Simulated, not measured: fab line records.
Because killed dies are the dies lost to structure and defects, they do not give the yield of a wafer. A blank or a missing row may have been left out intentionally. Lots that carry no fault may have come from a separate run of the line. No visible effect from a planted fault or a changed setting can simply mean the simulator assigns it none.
A lot that was struck, set against a sound lot | flow sky130 | 32 steps out of a route of 708
Sound: the wafers L100.2, L100.5, L100.6. Struck: wafers L103.1, L103.2, L103.3. The cause comes at the end.
At each step with rows: each side's tool, then ch and its chambers, then its first start. Under that, the readings that differ: sound wafers | struck wafers | difference of the means | sigmas: that difference in standard deviations of wafers without a fault.
alike: a reading whose means differ by less than 2 such deviations, as well as words and numbers matching on both sides. not compared: withheld readings; readings where some wafer has no value; bounds like >300 that might hide an equal value; numbers whose values overlap and for which the record gives no deviation.
The two part at a step that has a row with sigmas, a row that says differs or no value, or rows on one side only. Numbers that have no deviation but don't overlap get no sigmas and don't part them. A reading that every wafer of one side lacks parts them only if that side has two wafers or more.

first, 3 steps without rows for these wafers: SKY_VT_ADJUST_HVTP_EXPOSE_04 (exposes mask HVTPM, target cd 380 nm); SKY_VT_ADJUST_HVTP_PEB_05; SKY_VT_ADJUST_HVTP_DEVELOP_06 (develop time 60 s).
SKY_VT_ADJUST_HVTP_CD_MEAS_07: the cd target is 380 nm.
  struck on cd sem-02, day 8 15:05; sound on cd sem-02, day 7 13:55
  alike: cd nm
SKY_VT_ADJUST_HVTP_OVL_MEAS_08:
  struck on overlay-01, day 8 15:13; sound on overlay-01, day 7 14:01
  alike: VT_ADJUST_HVTP_OVL
following that, these wafers have no rows for 1 step: SKY_VT_ADJUST_HVTP_IMPLANT_09.
SKY_VT_ADJUST_HVTP_STRIP_10: strips in O2/N2.
  sound on plasma asher-03 ch 0,1, day 7 14:12; struck on plasma asher-04 ch 0,1, day 8 15:24
  alike: drypump motor current A, oes product au, strip time to endpoint s
  not compared: rf hours counter h
SKY_VT_ADJUST_HVTP_TW_MEAS_11:
  struck on film metro-03, day 8 15:30; sound on film metro-01, day 7 14:19
  alike: VT_ADJUST_HVTP_TW
then, 4 steps without rows for these wafers: SKY_VT_ADJUST_LVTN_DEHYDRATE_00 (time 60 s); SKY_VT_ADJUST_LVTN_HMDS_01 (prime time 60 s); SKY_VT_ADJUST_LVTN_COAT_02 (resist thk 3000 nm); SKY_VT_ADJUST_LVTN_SOFTBAKE_03.
SKY_VT_ADJUST_LVTN_EXPOSE_04: exposes mask NWM COMPLEMENT LESS NATIVE, target cd 840 nm.
  sound on iline stepper-01 ch 0, day 8 00:32; struck on iline stepper-02 ch 0, day 9 02:05
  reading | sound                                                                                  | struck                                                | difference | sigmas
  mask    | NWM_COMPLEMENT_LESS_NATIVE#0 NWM_COMPLEMENT_LESS_NATIVE#0 NWM_COMPLEMENT_LESS_NATIVE#0 | HVN_STD_DERIVED#0 HVN_STD_DERIVED#0 HVN_STD_DERIVED#0 | differs    |
  alike: focus offset nm
then, 2 steps without rows for these wafers: SKY_VT_ADJUST_LVTN_PEB_05; SKY_VT_ADJUST_LVTN_DEVELOP_06 (develop time 60 s).
SKY_VT_ADJUST_LVTN_OVL_MEAS_07:
  struck on overlay-02, day 9 12:37; sound on overlay-02, day 8 10:02
  reading                 | sound        | struck | difference                    | sigmas
  VT_ADJUST_LVTN_OVL (nm) | -0.4 2.4 0.1 | - - -  | no value on the struck wafers |
following that, these wafers have no rows for 1 step: SKY_VT_ADJUST_LVTN_IMPLANT_08.
SKY_VT_ADJUST_LVTN_STRIP_09: strips in O2/N2.
  sound on plasma asher-04 ch 0,1, day 8 10:13; struck on plasma asher-01 ch 0,1, day 9 12:58
  reading                      | sound             | struck            | difference | sigmas
  strip time to endpoint s (s) | 36.91 36.94 36.85 | 36.71 36.66 36.59 | -0.25      | -2
  alike: drypump motor current A, oes product au
  not compared: rf hours counter h
SKY_VT_ADJUST_LVTN_TW_MEAS_10:
  struck on film metro-03, day 9 13:04; sound on film metro-03, day 8 10:19
  reading           | sound             | struck         | difference | sigmas
  VT_ADJUST_LVTN_TW | 239.8 240.4 241.3 | 30.0 30.1 30.2 | -210.4     | -99 or more
then, 7 steps without rows for these wafers: SKY_VT_ADJUST_LVTN_DEHYDRATE_11 (time 60 s); SKY_VT_ADJUST_LVTN_HMDS_12 (prime time 60 s); SKY_VT_ADJUST_LVTN_COAT_13 (resist thk 1140 nm); SKY_VT_ADJUST_LVTN_SOFTBAKE_14 (time 60 s); SKY_VT_ADJUST_LVTN_EXPOSE_15 (exposes mask HVN STD DERIVED, target cd 600 nm); SKY_VT_ADJUST_LVTN_PEB_16; SKY_VT_ADJUST_LVTN_DEVELOP_17 (develop time 60 s).
SKY_VT_ADJUST_LVTN_OVL_MEAS_18:
  struck on overlay-01, day 10 11:04; sound on overlay-01, day 9 06:14
  alike: VT_ADJUST_LVTN_01_OVL
following that, these wafers have no rows for 1 step: SKY_VT_ADJUST_LVTN_IMPLANT_19.
SKY_VT_ADJUST_LVTN_STRIP_20: strips in O2/N2.
  sound on plasma asher-01 ch 0,1, day 9 06:25; struck on plasma asher-02 ch 0,1, day 10 11:16
  reading                     | sound       | struck      | difference | sigmas
  drypump motor current A (A) | 5.9 5.9 5.3 | 5.1 5.0 5.0 | -0.7       | -2
  alike: oes product au, strip time to endpoint s
  not compared: rf hours counter h
SKY_VT_ADJUST_LVTN_TW_MEAS_21:
  struck on film metro-04, day 10 11:22; sound on film metro-03, day 9 06:31
  reading             | sound             | struck            | difference | sigmas
  VT_ADJUST_LVTN_2_TW | 188.0 188.3 188.9 | 267.8 266.7 268.1 | +79.1      | +99 or more
then, 1 step without rows for these wafers: SKY_VT_ADJUST_NCORE_DEHYDRATE_00 (time 60 s).
-- record jumps: 38 days separate the struck wafers' starts on either side; left off in module VT_ADJUST_NCORE, taken up again in module PAD_OPEN, whose first shown step is the route's number 708 --
SKY_PAD_OPEN_PROBE_99:
  struck on prober-01, day 48 04:35; sound on prober-02, day 47 05:01
  reading             | sound    | struck      | difference | sigmas
  killed at front end | 12 15 11 | 416 423 418 | +406       | +92
  killed dies         | 77 94 82 | 492 492 492 | +408       | +41
  killed on rim       | 19 14 21 | 96 96 96    | +78        | +20
  alike: killed_at_M0_to_M3, killed_at_M4_up, killed at contacts, killed at other, killed open, killed short

## WHERE THEY PART
Earliest at SKY_VT_ADJUST_LVTN_EXPOSE_04; latest, in this record, at SKY_PAD_OPEN_PROBE_99.

WHY: what had been put in by the simulator
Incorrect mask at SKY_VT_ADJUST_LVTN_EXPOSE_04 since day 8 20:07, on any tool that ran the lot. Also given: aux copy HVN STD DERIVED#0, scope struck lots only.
